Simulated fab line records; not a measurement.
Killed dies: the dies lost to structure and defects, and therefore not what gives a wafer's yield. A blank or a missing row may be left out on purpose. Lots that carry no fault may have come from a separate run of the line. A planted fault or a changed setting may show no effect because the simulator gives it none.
A lot that was struck, set against a sound lot -- flow sky130 -- 14 out of 708 route steps
Sound: the wafers L781.1, L781.3, L781.5. Wafers L791.1, L791.2, L791.4 were the ones struck. The cause is given at the end.
At each step with rows: each side's tool, then ch and its chambers, then its first start. Under that, the readings that differ: sound wafers -- struck wafers -- difference of the means -- sigmas: that difference in standard deviations of wafers without a fault.
alike: same words and numbers on both sides, and readings whose means sit less than 2 such deviations apart. not compared: any withheld reading, any reading some wafer has no value for, any bound like >300 that may hide the same value, and any number with overlapping values for which the record gives no deviation.
Wherever a step has rows on one side only, a row that says differs or no value, or a row with sigmas, the two part there. Numbers that don't overlap but have no deviation are shown without sigmas and don't part them. A reading missing from all wafers of one side parts the sides only when that side holds two or more wafers.

first, 1 step without rows for these wafers: SKY_LDD_P_DEVELOP_06 (develop time 60 s).
SKY_LDD_P_CD_MEAS_07: target cd 380 nm.
  sound on cd sem-02, day 21 10:48; struck on cd sem-01, day 24 18:27
  alike: cd nm
SKY_LDD_P_OVL_MEAS_08:
  sound on overlay-02, day 21 10:55; struck on overlay-01, day 24 18:34
  alike: LDD_P_OVL
following that, these wafers have no rows for 1 step: SKY_LDD_P_IMPLANT_09.
SKY_LDD_P_STRIP_10: strips in O2/N2.
  sound on plasma asher-04 ch 1, day 21 11:07; struck on plasma asher-04 ch 0,1, day 24 18:46
reading,sound,struck,difference,sigmas
strip time to endpoint s (s),14.20 14.18 14.16,14.07 14.09 14.08,-0.10,-2
  alike: drypump motor current A, o2 flow sccm, oes product au
  not compared: rf hours counter h
SKY_LDD_P_TW_MEAS_11:
  sound on film metro-02, day 21 11:13; struck on film metro-03, day 24 18:52
  alike: LDD_P_TW
then, 6 steps without rows for these wafers: SKY_LDD_HVN_DEHYDRATE_00 (time 60 s); SKY_LDD_HVN_HMDS_01 (prime time 60 s); SKY_LDD_HVN_COAT_02 (resist thk 300 nm); SKY_LDD_HVN_SOFTBAKE_03 (time 60 s); SKY_LDD_HVN_EXPOSE_04 (exposes mask HVNTM, target cd 700 nm); SKY_LDD_HVN_PEB_05.
SKY_LDD_HVN_DEVELOP_06: develop time 60 s.
  sound on litho track-03 ch 0, day 22 18:00; struck on litho track-03, day 25 23:42
  no value came back on the struck wafers for chill plate temp C (C), develop time s (s); on the sound wafers chill plate temp C (C) reads 23.01 22.97 22.89
SKY_LDD_HVN_OVL_MEAS_07:
  sound on overlay-01, day 22 18:09; struck on overlay-01, day 25 23:51
reading,sound,struck,difference,sigmas
LDD_HVN_OVL (nm),-3.2 -3.6 -2.7,- - -,no value on the struck wafers,

## WHERE THEY PART
First at SKY_LDD_P_STRIP_10; last, within this record, at SKY_LDD_HVN_OVL_MEAS_07.

WHY: what had been put in by the simulator
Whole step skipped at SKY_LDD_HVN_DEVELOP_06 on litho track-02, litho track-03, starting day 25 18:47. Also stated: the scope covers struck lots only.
